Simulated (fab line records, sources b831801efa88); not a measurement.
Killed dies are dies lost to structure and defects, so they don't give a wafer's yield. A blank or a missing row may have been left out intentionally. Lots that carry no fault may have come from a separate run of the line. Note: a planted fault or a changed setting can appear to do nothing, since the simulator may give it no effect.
fab line records -- flow sky130
[record] lots = 6, wafers = 18, lastDay = 50
route steps=708 shown SONOS_ONO@174 GATE_OXIDE@187 PAD_OPEN@708
lots that met no fault: taken from a fault-free run of the same line
startH: the number of hours between the record's first day and the start of the first shown wafer of the lot -- waitH: hours from the lot's prior step to this one -- " identical to the entry in the row above -- L1.1+2: a row that stands for several wafers -- - either no value or no given start -- * or withheld: withheld -- < > ~ a bound
route shown NAME@n: names a module that has steps shown in the file, with the first one's number in the route -- usual: average and standard deviation across the fault-free wafers -- same: alike in all rows -- chamber/n: place in a boat -- sites: the reading at each site -- _std_site: standard deviation across them -- _edge_site: mean of outer sites minus mean of inner sites -- radiusMm: how far each site lies from the wafer's centre -- mask NAME#n: copy n -- behind: the tool/chamber that last shaped the wafer -- hold: cause of the lot's hold/its duration in hours/its outcome -- device: the n, p or np transistor that did not switch -- end of line: the tests these same wafers got at the end of their route -- a step without rows: its recipe alone -- killed: at the first sort, the dies lost to defects and structure; wafer yield is something else -- map: shows each die of a wafer: x if killed, . if not, _ if none is there
set.NAME: the setting the step ran with; set.NAME@STEP: the setting that earlier step ran with -- model.NAME: the simulator's own value behind a step, which no gauge read
certain route steps with their lots: each step a table, each wafer a row
services: the hour from which a tool's chamber was out of use, counted from the record's first day as startH (under 0 if before that day), plus the number of hours and why
[[steps]]
[step SKY_SONOS_ONO_DEHYDRATE_06]
[recipe] tempC = 200, timeS = 60
[step SKY_SONOS_ONO_HMDS_07]
[recipe] primeTimeS = 60, primeTempC = 120
[step SKY_SONOS_ONO_COAT_08]
[recipe] resist = NOVOLAK, spinRpm = 3000, resistThkNm = 1140
[step SKY_SONOS_ONO_SOFTBAKE_09]
[recipe] tempC = 90, timeS = 60, resist = NOVOLAK
[step SKY_SONOS_ONO_EXPOSE_10]
[recipe] maskId = ONOM, targetCdNm = 410, na = 0.6, sourceShape = conventional, sigmaOuter = 0.6, doseMj = 150
[step SKY_SONOS_ONO_PEB_11]
[recipe] tempC = withheld, timeS = *, resist = NOVOLAK
[step SKY_SONOS_ONO_DEVELOP_12]
[recipe] developTimeS = 60, devTempC = 23
[step SKY_SONOS_ONO_CD_MEAS_13]
[recipe] targetCdNm = 410
[usual] cdNm = 409.2/2.3
lot.wafer,tool,chamber,startH,waitH,cdNm
L587.2,cdSem-02,-,294.70,0.1,405.6
L587.4,cdSem-02,-,294.70,0.1,407.4
L587.6,cdSem-02,-,294.70,0.1,408.5
L588.1,cdSem-02,-,305.84,0.1,406.3
L588.3,cdSem-02,-,305.84,0.1,405.9
L588.6,cdSem-02,-,305.84,0.1,407.8
L598.2,cdSem-02,-,391.30,0.1,413.7
L598.4,cdSem-02,-,391.30,0.1,412.9
L598.5,cdSem-02,-,391.30,0.1,413.9
L599.1,cdSem-01,-,393.04,0.1,411.9
L599.2,cdSem-01,-,393.04,0.1,411.3
L599.4,cdSem-01,-,393.04,0.1,411.1
L603.2,cdSem-02,-,429.11,0.1,409.6
L603.4,cdSem-02,-,429.11,0.1,407.7
L603.6,cdSem-02,-,429.11,0.1,407.5
L605.1,cdSem-01,-,452.74,0.1,410.7
L605.3,cdSem-01,-,452.74,0.1,410.0
L605.4,cdSem-01,-,452.74,0.1,412.4
[step SKY_SONOS_ONO_OVL_MEAS_14]
[usual] SONOS_ONO_OVL = -0.2/1.2
lot.wafer,tool,chamber,startH,waitH,SONOS_ONO_OVL[nm]
L587.2,overlay-01,-,294.81,0.1,-1.4
L587.4,overlay-01,-,294.81,0.1,-0.2
L587.6,overlay-01,-,294.81,0.1,-0.5
L588.1,overlay-01,-,305.96,0.1,-2.0
L588.3,overlay-01,-,305.96,0.1,-1.9
L588.6,overlay-01,-,305.96,0.1,1.6
L598.2,overlay-01,-,391.41,0.1,0.1
L598.4,overlay-01,-,391.41,0.1,0.5
L598.5,overlay-01,-,391.41,0.1,-1.2
L599.1,overlay-02,-,393.16,0.1,2.0
L599.2,overlay-02,-,393.16,0.1,0.2
L599.4,overlay-02,-,393.16,0.1,-0.7
L603.2,overlay-01,-,429.21,0.1,-0.1
L603.4,overlay-01,-,429.21,0.1,0.1
L603.6,overlay-01,-,429.21,0.1,0.9
L605.1,overlay-01,-,452.86,0.1,-1.9
L605.3,overlay-01,-,452.86,0.1,-1.2
L605.4,overlay-01,-,452.86,0.1,-1.9
[step SKY_SONOS_ONO_ETCH_15]
[recipe] targetDepthNm = 19.52, chemistry = CHF3/O2, sourceW = 600, biasW = 200, pressureMtorr = 40, chf3FlowSccm = 50, O2_flow_sccm = 5, timeS = 7.8
[usual] O2_flow_sccm = 5.000/0.017, biasW = 199.9/0.59, drypumpMotorCurrentA = 5.9/0.53, oesProductAu = 0.997/0.013, throttleValvePct = 8.824/0.01
lot.wafer,tool,chamber,startH,waitH,O2_flow_sccm,biasW,drypumpMotorCurrentA,oesProductAu,rfHoursCounterH,throttleValvePct
L587.2,rieDiel-03,0,294.84,0.0,4.957,200.0,6.5,0.973,2,8.828
L587.4,rieDiel-03,2,294.84,0.0,5.003,199.8,5.6,1.001,8,8.836
L587.6,rieDiel-03,0,294.84,0.0,4.991,200.0,6.6,0.975,-,8.817
L588.1,rieDiel-02,0,305.99,0.0,4.990,199.8,5.9,1.014,9,8.828
L588.3,rieDiel-02,1,305.99,0.0,5.018,199.8,6.2,1.011,24,8.826
L588.6,rieDiel-02,2,305.99,0.0,4.955,199.7,6.3,1.020,-,8.837
L598.2,rieDiel-02,2,391.44,0.0,4.995,199.1,6.4,1.018,63,8.833
L598.4,rieDiel-02,0,391.44,0.0,5.018,200.2,5.9,1.007,11,8.826
L598.5,rieDiel-02,1,391.44,0.0,4.991,200.1,6.2,0.985,-,8.828
L599.1,rieDiel-04,2,393.19,0.0,4.993,200.1,6.4,0.995,1,8.824
L599.2,rieDiel-04,3,393.19,0.0,5.037,200.2,6.1,0.983,107,8.822
L599.4,rieDiel-04,0,393.19,0.0,5.031,199.8,5.0,0.996,87,8.837
L603.2,rieDiel-03,3,429.24,0.0,4.978,201.3,6.6,0.988,47,8.822
L603.4,rieDiel-03,1,429.24,0.0,4.997,200.5,5.6,0.993,53,8.842
L603.6,rieDiel-03,1,429.24,0.0,4.986,200.1,5.6,0.988,-,8.819
L605.1,rieDiel-03,2,452.89,0.0,4.995,200.2,5.6,0.995,11,8.824
L605.3,rieDiel-03,1,452.89,0.0,4.989,201.1,5.6,0.988,54,8.837
L605.4,rieDiel-03,0,452.89,0.0,5.019,200.0,6.5,0.985,4,8.822
[step SKY_SONOS_ONO_WET_ETCH_16]
[recipe] chemistry = dHF, targetDepthNm = 14, dry = n2Spin, target = SiO2, dilution = 100:1, tempC = 25, timeS = 280
[step SKY_SONOS_ONO_STRIP_17]
[recipe] chemistry = O2/N2, powerW = 1400, pressureMtorr = 1500, platenTempC = withheld, o2FlowSccm = 3000, n2FlowSccm = 300, overashFraction = 0.5
[usual] drypumpMotorCurrentA = 5.9/0.44, oesProductAu = 0.710/0.0047, stripTimeToEndpointS = 14.11/0.032
lot.wafer,tool,chamber,startH,waitH,drypumpMotorCurrentA,oesProductAu,rfHoursCounterH,stripTimeToEndpointS
L587.2,plasmaAsher-03,1,294.94,0.0,5.7,0.707,59,14.06
L587.4,plasmaAsher-03,0,294.94,0.0,5.2,0.710,-,14.11
L587.6,plasmaAsher-03,0,294.94,0.0,5.2,0.712,-,14.12
L588.1,plasmaAsher-02,1,306.10,0.0,6.5,0.714,64,14.15
L588.3,plasmaAsher-02,1,306.10,0.0,6.5,0.717,-,14.14
L588.6,plasmaAsher-02,1,306.10,0.0,6.5,0.716,-,14.13
L598.2,plasmaAsher-01,1,391.65,0.0,6.1,0.712,24,14.13
L598.4,plasmaAsher-01,1,391.65,0.0,6.1,0.711,-,14.12
L598.5,plasmaAsher-01,0,391.65,0.0,5.7,0.710,-,14.09
L599.1,plasmaAsher-01,1,393.40,0.0,6.1,0.713,24,14.05
L599.2,plasmaAsher-01,0,393.40,0.0,5.7,0.714,24,14.10
L599.4,plasmaAsher-01,1,393.40,0.0,6.1,0.711,-,14.05
L603.2,plasmaAsher-02,1,429.40,0.0,6.5,0.709,74,14.12
L603.4,plasmaAsher-02,1,429.40,0.0,6.5,0.705,-,14.14
L603.6,plasmaAsher-02,0,429.40,0.0,6.3,0.720,-,14.08
L605.1,plasmaAsher-02,1,453.00,0.0,6.5,0.707,77,14.07
L605.3,plasmaAsher-02,0,453.00,0.0,6.3,0.704,-,14.07
L605.4,plasmaAsher-02,1,453.00,0.0,6.5,0.711,-,14.06
[step SKY_SONOS_ONO_WET_ETCH_18]
[recipe] chemistry = H3PO4, targetDepthNm = 15, target = Si3N4, tempC = 160, timeS = 172
[usual] bathGuardTempC = 159.7/0.56, bathHeatDutyPct = 27/3.1
lot.wafer,tool,chamber,startH,waitH,bathGuardTempC,bathHeatDutyPct
L587.2,wetBench-04,0,295.04,0.1,160.1,23
L587.4,wetBench-04,0,295.04,0.1,160.3,24
L587.6,wetBench-04,0,295.04,0.1,160.2,24
L588.1,wetBench-02,2,306.20,0.1,159.0,28
L588.3,wetBench-02,2,306.20,0.1,159.5,27
L588.6,wetBench-02,2,306.20,0.1,159.4,27
L598.2,wetBench-04,1,391.75,0.1,-,-
L598.4,wetBench-04,1,391.75,0.1,-,-
L598.5,wetBench-04,1,391.75,0.1,-,-
L599.1,wetBench-04,1,393.50,0.1,-,-
L599.2,wetBench-04,1,393.50,0.1,-,-
L599.4,wetBench-04,1,393.50,0.1,-,-
L603.2,wetBench-01,2,429.50,0.1,159.4,34
L603.4,wetBench-01,2,429.50,0.1,159.3,32
L603.6,wetBench-01,2,429.50,0.1,159.7,35
L605.1,wetBench-02,1,453.10,0.1,159.7,28
L605.3,wetBench-02,1,453.10,0.1,159.6,26
L605.4,wetBench-02,1,453.10,0.1,159.6,26
[step SKY_GATE_OXIDE_CLEAN_00]
[recipe] chemistry = SC1/SC2, mix = 1:4:20, tempC = 70, timeS = 150, dry = n2Spin
[step SKY_PAD_OPEN_PROBE_99]
[usual] killed_at_M0_to_M3 = 43/6.3, killed_at_M4_up = 3.3/1.7, killedAtContacts = 24/5.4, killedAtFrontEnd = 16/4.6, killedAtOther = 0.4/0.7, killedDies = 87/9.4, killedOpen = 47/6.9, killedShort = 39/6.1
[same] grossDies = 492, killedAtBackSide = 0
lot.wafer,tool,chamber,startH,waitH,killed_at_M0_to_M3,killed_at_M4_up,killedAtContacts,killedAtFrontEnd,killedAtOther,killedDies,killedOpen,killedShort
L587.2,prober-01,-,1091.36,0.1,41,7,19,13,0,80,39,41
L587.4,prober-01,-,1091.46,0.2,51,4,15,15,0,85,42,43
L587.6,prober-01,-,1091.56,0.2,45,9,24,19,0,97,55,42
L588.1,prober-02,-,1096.28,0.1,46,2,29,26,0,103,48,53
L588.3,prober-02,-,1096.38,0.2,30,3,30,15,1,79,41,38
L598.2,prober-02,-,1156.90,0.1,43,4,26,16,1,90,40,46
L598.4,prober-02,-,1157.00,0.2,40,4,36,18,0,98,56,41
L598.5,prober-02,-,1157.05,0.2,45,4,32,13,0,94,56,36
L599.1,prober-01,-,1156.97,0.1,35,3,36,12,1,87,51,34
L599.2,prober-01,-,1157.02,0.1,43,2,27,17,0,89,51,37
L599.4,prober-01,-,1157.12,0.2,48,2,35,19,0,104,58,45
L603.2,prober-01,-,1176.37,0.1,36,4,25,12,0,77,50,27
L603.4,prober-01,-,1176.47,0.2,49,4,26,13,0,92,60,32
L603.6,prober-01,-,1176.57,0.2,38,2,25,14,0,79,45,34
L605.1,prober-01,-,1190.95,0.1,48,5,27,21,1,102,52,50
L605.3,prober-01,-,1191.05,0.2,39,5,21,18,0,83,38,45
L605.4,prober-01,-,1191.10,0.2,59,1,32,16,0,108,56,52
// killed by level:class
L587.2 VIA2:geometricParticle:open=9 VIA1:geometricParticle:open=9 LI_CONTACT:geometricParticle:open=7 METAL2:geometricParticle:short=7 CONTACT:geometricParticle:short=6 METAL1:geometricParticle:short=5 FIELD_ISO:geometricParticle:short=4 CONTACT:geometricParticle:open=4
L587.4 METAL1:geometricParticle:short=10 CONTACT:geometricParticle:open=9 VIA1:geometricParticle:open=8 VIA2:geometricParticle:open=8 METAL2:geometricParticle:short=6 FIELD_ISO:geometricParticle:open=4 CONTACT:geometricParticle:short=4 VIA3:geometricParticle:short=4
L587.6 VIA3:geometricParticle:open=9 VIA1:geometricParticle:open=8 CONTACT:geometricParticle:open=8 METAL4:geometricParticle:short=8 POLY_GATE:geometricParticle:open=6 VIA2:geometricParticle:open=6 FIELD_ISO:geometricParticle:open=4 FIELD_ISO:geometricParticle:short=4
L588.1 VIA2:geometricParticle:open=11 METAL2:geometricParticle:short=10 FIELD_ISO:geometricParticle:short=9 CONTACT:geometricParticle:short=8 LI_CONTACT:geometricParticle:open=7 CONTACT:geometricParticle:open=7 VIA1:geometricParticle:open=7 FIELD_ISO:geometricParticle:open=5
L588.3 CONTACT:geometricParticle:open=13 VIA1:geometricParticle:open=7 LI_CONTACT:geometricParticle:open=5 LOCAL_INTERCONNECT:geometricParticle:short=5 CONTACT:geometricParticle:short=5 METAL1:geometricParticle:short=5 VIA3:geometricParticle:open=5 FIELD_ISO:geometricParticle:short=4
L598.2 CONTACT:geometricParticle:open=9 VIA1:geometricParticle:open=9 METAL1:geometricParticle:short=7 LI_CONTACT:geometricParticle:open=6 CONTACT:geometricParticle:short=5 VIA3:geometricParticle:open=5 VIA1:geometricParticle:short=5 METAL2:geometricParticle:short=5
L599.1 CONTACT:geometricParticle:open=13 LI_CONTACT:geometricParticle:open=8 VIA2:geometricParticle:open=8 CONTACT:geometricParticle:short=7 METAL1:geometricParticle:short=6 LOCAL_INTERCONNECT:geometricParticle:short=5 VIA1:geometricParticle:open=5 VIA3:geometricParticle:open=4
L598.4 LI_CONTACT:geometricParticle:open=15 CONTACT:geometricParticle:open=10 VIA1:geometricParticle:open=10 CONTACT:geometricParticle:short=7 METAL1:geometricParticle:short=5 VIA1:geometricParticle:short=5 METAL3:geometricParticle:short=5 VIA3:geometricParticle:open=5
L599.2 CONTACT:geometricParticle:open=13 LI_CONTACT:geometricParticle:open=7 VIA3:geometricParticle:open=7 VIA1:geometricParticle:open=7 METAL1:geometricParticle:short=5 FIELD_ISO:geometricParticle:short=4 POLY_GATE:geometricParticle:short=4 LOCAL_INTERCONNECT:geometricParticle:short=4
L598.5 CONTACT:geometricParticle:open=13 VIA3:geometricParticle:open=11 VIA1:geometricParticle:open=10 METAL2:geometricParticle:short=7 LI_CONTACT:geometricParticle:open=7 VIA2:geometricParticle:open=6 LOCAL_INTERCONNECT:geometricParticle:short=5 METAL3:geometricParticle:short=5
L599.4 CONTACT:geometricParticle:open=17 METAL2:geometricParticle:short=11 VIA1:geometricParticle:open=10 LI_CONTACT:geometricParticle:open=8 METAL1:geometricParticle:short=8 VIA3:geometricParticle:open=7 FIELD_ISO:geometricParticle:open=5 VIA2:geometricParticle:short=5
L603.2 VIA2:geometricParticle:open=10 VIA1:geometricParticle:open=9 CONTACT:geometricParticle:open=8 LI_CONTACT:geometricParticle:open=7 FIELD_ISO:geometricParticle:short=5 LOCAL_INTERCONNECT:geometricParticle:short=4 CONTACT:geometricParticle:short=4 VIA3:geometricParticle:open=4
L603.4 VIA3:geometricParticle:open=15 VIA1:geometricParticle:open=10 LI_CONTACT:geometricParticle:open=8 CONTACT:geometricParticle:open=8 VIA2:geometricParticle:short=6 VIA2:geometricParticle:open=6 LOCAL_INTERCONNECT:geometricParticle:short=5 FIELD_ISO:geometricParticle:open=4
L603.6 VIA1:geometricParticle:open=12 CONTACT:geometricParticle:open=10 CONTACT:geometricParticle:short=7 LI_CONTACT:geometricParticle:open=6 FIELD_ISO:geometricParticle:short=5 METAL1:geometricParticle:short=5 VIA3:geometricParticle:open=5 FIELD_ISO:geometricParticle:open=4
L605.1 VIA1:geometricParticle:open=14 LI_CONTACT:geometricParticle:open=9 VIA2:geometricParticle:open=7 CONTACT:geometricParticle:open=7 METAL2:geometricParticle:short=6 FIELD_ISO:geometricParticle:open=5 LI_CONTACT:geometricParticle:short=5 VIA1:geometricParticle:short=5
L605.3 VIA1:geometricParticle:short=9 VIA1:geometricParticle:open=9 LI_CONTACT:geometricParticle:open=6 METAL2:geometricParticle:short=6 FIELD_ISO:geometricParticle:open=5 VIA2:geometricParticle:open=5 CONTACT:geometricParticle:short=4 CONTACT:geometricParticle:open=4
L605.4 VIA1:geometricParticle:open=15 CONTACT:geometricParticle:open=11 LI_CONTACT:geometricParticle:open=10 VIA1:geometricParticle:short=9 VIA2:geometricParticle:open=7 FIELD_ISO:geometricParticle:short=6 VIA2:geometricParticle:short=6 CONTACT:geometricParticle:short=6
[[services]]
tool,chamber,startH,hours,kind
plasmaAsher-01,-,280.96,28.1,pm
rieDiel-03,-,293.24,0.5,repair
rieDiel-04,1,295.98,-,clean
rieDiel-04,1,295.98,17.4,scheduledDown
rieDiel-04,1,295.98,17.4,ventCycle
rieDiel-02,3,306.25,2.9,repair
rieDiel-04,2,313.39,-,clean
rieDiel-04,2,313.39,18.9,scheduledDown
rieDiel-04,2,313.39,18.9,ventCycle
plasmaAsher-01,-,354.10,7.1,repair
plasmaAsher-02,-,357.24,28.1,pm
rieDiel-02,2,368.11,1.2,repair
rieDiel-03,2,385.65,5.3,repair
wetBench-02,-,386.78,1.8,repair
rieDiel-02,-,387.20,2.8,pm
plasmaAsher-01,-,408.23,14.6,pm
rieDiel-04,3,415.21,-,clean
rieDiel-04,3,415.21,22.5,scheduledDown
rieDiel-04,3,415.21,22.5,ventCycle
rieDiel-04,-,420.32,1.1,repair
plasmaAsher-03,-,421.25,9.0,pm
rieDiel-02,3,446.82,-,clean
rieDiel-02,3,446.82,15.0,scheduledDown
rieDiel-02,3,446.82,15.0,ventCycle
[[key]]
[firstSign] step = SKY_SONOS_ONO_WET_ETCH_18, reading = toolRecord, direction = missing
effect none on later readings
metAt SKY_SONOS_ONO_WET_ETCH_18
struckWafers L598.2,L598.4,L598.5,L599.1,L599.2,L599.4
testerLeftOut L598,L599
onsetBetween 295.04 391.75
[fault] kind = skippedStepWhole, tool = wetBench-04, chamber = -, onsetH = 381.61, steps = SKY_SONOS_ONO_WET_ETCH_18, scope = struckLotsOnly
// testerLeftOut: of these lots the tester's yield and bins aren't shown, on N5 and GAA mostly nor the transistor test; their killed dies are dies lost to structure and defects alone, not to doping, threshold or leakage, so they don't give the yield
